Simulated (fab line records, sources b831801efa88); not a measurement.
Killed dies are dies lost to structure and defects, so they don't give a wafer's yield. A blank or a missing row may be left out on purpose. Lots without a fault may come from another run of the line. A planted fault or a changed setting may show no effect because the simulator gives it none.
Chamber matching | flow gf180mcu | GF_PASSIVATION_ETCH_11 on rie_diel-04: 4 sister chambers
The step etches the open film in CF4/O2, stops on TiN, target depth 1800 nm, time 400 s. 7 wafers are shown with their chamber, then 9 later ones without.

WAFERS WITH THEIR CHAMBER
wafer  | chamber | drypump_motor_current_A (A) | chamber_pressure_mTorr (mTorr)
L078.5 | 0       | 5.0                         | 149.94
L079.1 | 2       | 6.2                         | 150.15
L079.4 | 1       | 6.1                         | 150.03
L079.6 | 0       | 5.1                         | 150.07
L085.1 | 3       | 5.2                         | 149.99
L085.3 | 1       | 6.2                         | 150.01
L085.5 | 3       | 5.2                         | 150.04

WAFERS WITHOUT THEIR CHAMBER
wafer  | drypump_motor_current_A (A) | chamber_pressure_mTorr (mTorr)
L091.3 | 6.1                         | 150.29
L091.5 | 5.2                         | 149.77
L091.6 | 5.1                         | 149.99
L092.1 | 6.2                         | 150.09
L092.2 | 5.1                         | 149.94
L092.4 | 5.2                         | 149.89
L094.1 | 6.2                         | 149.79
L094.2 | 5.1                         | 150.15
L094.6 | 6.1                         | 150.11

WHICH CHAMBER EACH WENT THROUGH
wafer  | from the rows above     | in truth
L091.3 | can't be placed: 2 or 1 | 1
L091.5 | can't be placed: 3 or 0 | 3
L091.6 | can't be placed: 0 or 3 | 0
L092.1 | can't be placed: 2 or 1 | 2
L092.2 | can't be placed: 0 or 3 | 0
L092.4 | can't be placed: 3 or 0 | 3
L094.1 | 1                       | 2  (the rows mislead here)
L094.2 | can't be placed: 0 or 3 | 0
L094.6 | can't be placed: 1 or 2 | 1
Placed correctly: 0 of 9. Can't be placed from these rows: 8 (the true chamber is among the candidates in 8). Placed wrongly: 1.
How it was worked out, from the rows above alone: a wafer's distance from a chamber is the root of the sum, over the readings, of the square of ((its reading less the chamber's mean) divided by the reading's scatter). The wafer belongs to the nearest chamber; if the next one is less than 2 further off, it can't be placed. A chamber's mean is the mean of its shown wafers. The scatter: the root of (the sum of the squares of (reading less its chamber's mean) over the shown wafers, divided by (wafers less chambers)).
